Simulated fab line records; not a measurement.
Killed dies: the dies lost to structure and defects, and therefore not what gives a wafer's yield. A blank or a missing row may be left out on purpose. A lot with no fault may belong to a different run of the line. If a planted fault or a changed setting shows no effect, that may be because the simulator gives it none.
A struck lot beside a sound one    flow sky130    25 out of 708 route steps
Sound: these wafers, L485.1, L485.4, L485.6. Struck: wafers L487.2, L487.3, L487.4. Last of all comes the cause.
Each step with rows lists, per side, the tool, then ch with its chambers, then its first start. Under that, the readings that differ: sound wafers    struck wafers    difference of the means    sigmas: that difference in standard deviations of wafers without a fault.
alike: a reading whose means differ by less than 2 such deviations, as well as words and numbers matching on both sides. not compared: withheld readings; readings where some wafer has no value; bounds like >300 that might hide an equal value; numbers whose values overlap and for which the record gives no deviation.
A row with sigmas, a row that says differs or no value, or rows on one side alone: a step with any of these is where the two part. Numbers that don't overlap but have no deviation are shown without sigmas and don't part them. Lack of a reading on every wafer of one side parts them only where that side has two or more wafers.

SKY_VIA3_SPUTTER_20: material TiN, target thk 20 nm, time 80 s.
  struck on pvd_sputter-04, day 40 17:20; sound on pvd_sputter-03, day 39 19:00
  alike: cathode_dc_power_W, chamber_pressure_pa, throttle_valve_pct
SKY_VIA3_CVD_21: deposits W, target thk 390 nm, time 117.31 s.
  sound on cvd_w-01 ch 0,1, day 39 19:04; struck on cvd_w-01 ch 0,1, day 40 17:24
reading                       sound              struck             difference  sigmas
chamber_pressure_Torr (Torr)  40.08 40.14 40.06  39.98 39.85 39.91  -0.18       -2
  alike: heater_power_w
SKY_VIA3_RS_MEAS_22: a four-point-probe measurement.
  struck on film_metro-02, day 40 17:32; sound on film_metro-03, day 39 19:11
  alike: VIA3_W_RS
SKY_VIA3_THK_MEAS_23: measures by xrf.
  struck on film_metro-02, day 40 17:39; sound on film_metro-03, day 39 19:18
  alike: VIA3_W_THK
SKY_VIA3_CMP_24: polishes, stops on SiO2, t overpolish 20 s, target thk 0 nm.
  sound on cmp-01 ch 2,3, day 39 22:53; struck on cmp-01 ch 0,1,3, day 40 17:45
  alike: head_pressure_psi, motor_current_A, overpolish_run_s, slurry_filter_dp_kPa, time_to_endpoint_s
then, 4 steps without rows for these wafers: SKY_METAL4_SPUTTER_00 (material Ti, target thk 15 nm, time 10 s); SKY_METAL4_SPUTTER_01 (material TiN, target thk 20 nm, time 16.7 s); SKY_METAL4_SPUTTER_02 (material AlCu, target thk 735 nm, time 39.1 s); SKY_METAL4_SPUTTER_03 (material Ti, target thk 5 nm, time 3.3 s).
SKY_METAL4_SPUTTER_04: material TiN, target thk 70 nm, time 58.3 s.
  struck on pvd_sputter-03, day 40 18:07; sound on pvd_sputter-04, day 39 23:18
  alike: cathode_dc_power_W, chamber_pressure_pa, throttle_valve_pct
then, 1 step without rows for these wafers: SKY_CAP2M_CVD_00 (deposits SiO2, target thk 15.5 nm).
SKY_CAP2M_THK_MEAS_01:
  struck on film_metro-01, day 40 18:11; sound on film_metro-01, day 39 23:22
  alike: CAP2M_CVD_00_THK
SKY_CAP2M_SPUTTER_02: material TiN, target thk 200 nm, time 166.7 s.
  struck on pvd_sputter-02, day 40 18:14; sound on pvd_sputter-02, day 39 23:26
  no value came back on the struck wafers for cathode_dc_power_W (W), chamber_pressure_pa (Pa), throttle_valve_pct (%); on the sound wafers cathode_dc_power_W (W) reads 6502.3 6500.0 6498.5
SKY_CAP2M_RS_MEAS_03: a four-point-probe measurement.
  struck on film_metro-04, day 40 18:22; sound on film_metro-03, day 39 23:32
reading                sound           struck  difference                     sigmas
CAP2M_TIN_RS (ohm/sq)  7.05 7.04 7.02  - - -   no value on the struck wafers  
SKY_CAP2M_THK_MEAS_04: measures by xrf.
  struck on film_metro-04, day 40 18:29; sound on film_metro-03, day 39 23:40
reading             sound              struck          difference  sigmas
CAP2M_TIN_THK (nm)  197.6 198.9 197.6  <0.0 <0.0 <0.0  differs     
then, 7 steps without rows for these wafers: SKY_CAP2M_DEHYDRATE_05 (time 60 s); SKY_CAP2M_HMDS_06 (prime time 60 s); SKY_CAP2M_COAT_07 (resist thk 1140 nm); SKY_CAP2M_SOFTBAKE_08 (time 60 s); SKY_CAP2M_EXPOSE_09 (exposes mask CAP2M, target cd 1000 nm); SKY_CAP2M_PEB_10; SKY_CAP2M_DEVELOP_11 (develop time 60 s).
SKY_CAP2M_OVL_MEAS_12:
  struck on overlay-01, day 41 18:04; sound on overlay-02, day 40 23:20
  alike: CAP2M_OVL
SKY_CAP2M_METAL_ETCH_13: etches TiN in Cl2/BCl3, stops on SiO2, target depth 220 nm, time 62.9 s.
  sound on rie_metal-02 ch 0,1, day 40 23:23; struck on rie_metal-04 ch 0,1, day 41 18:05
reading                 sound                 struck                difference  sigmas
oes_product_au (a.u.)   0.925 0.926 0.942     0.370 0.372 0.374     -0.559      -72
throttle_valve_pct (%)  21.919 21.922 21.920  22.246 22.256 22.255  +0.332      +30
  alike: chamber_pressure_mTorr, drypump_motor_current_A
  not compared: rf_hours_counter_h
SKY_CAP2M_STRIP_14: strips in O2/N2.
  sound on plasma_asher-03 ch 0, day 40 23:28; struck on plasma_asher-04 ch 0,1, day 41 18:10
  alike: chamber_pressure_mTorr, drypump_motor_current_A, oes_product_au, strip_time_to_endpoint_s
  not compared: rf_hours_counter_h

## WHERE THEY PART
At SKY_VIA3_CVD_21 first; at SKY_CAP2M_METAL_ETCH_13 last (within this record only). Later steps at which nothing parts them and some readings are alike: SKY_CAP2M_STRIP_14.

WHY: what the simulator had put in
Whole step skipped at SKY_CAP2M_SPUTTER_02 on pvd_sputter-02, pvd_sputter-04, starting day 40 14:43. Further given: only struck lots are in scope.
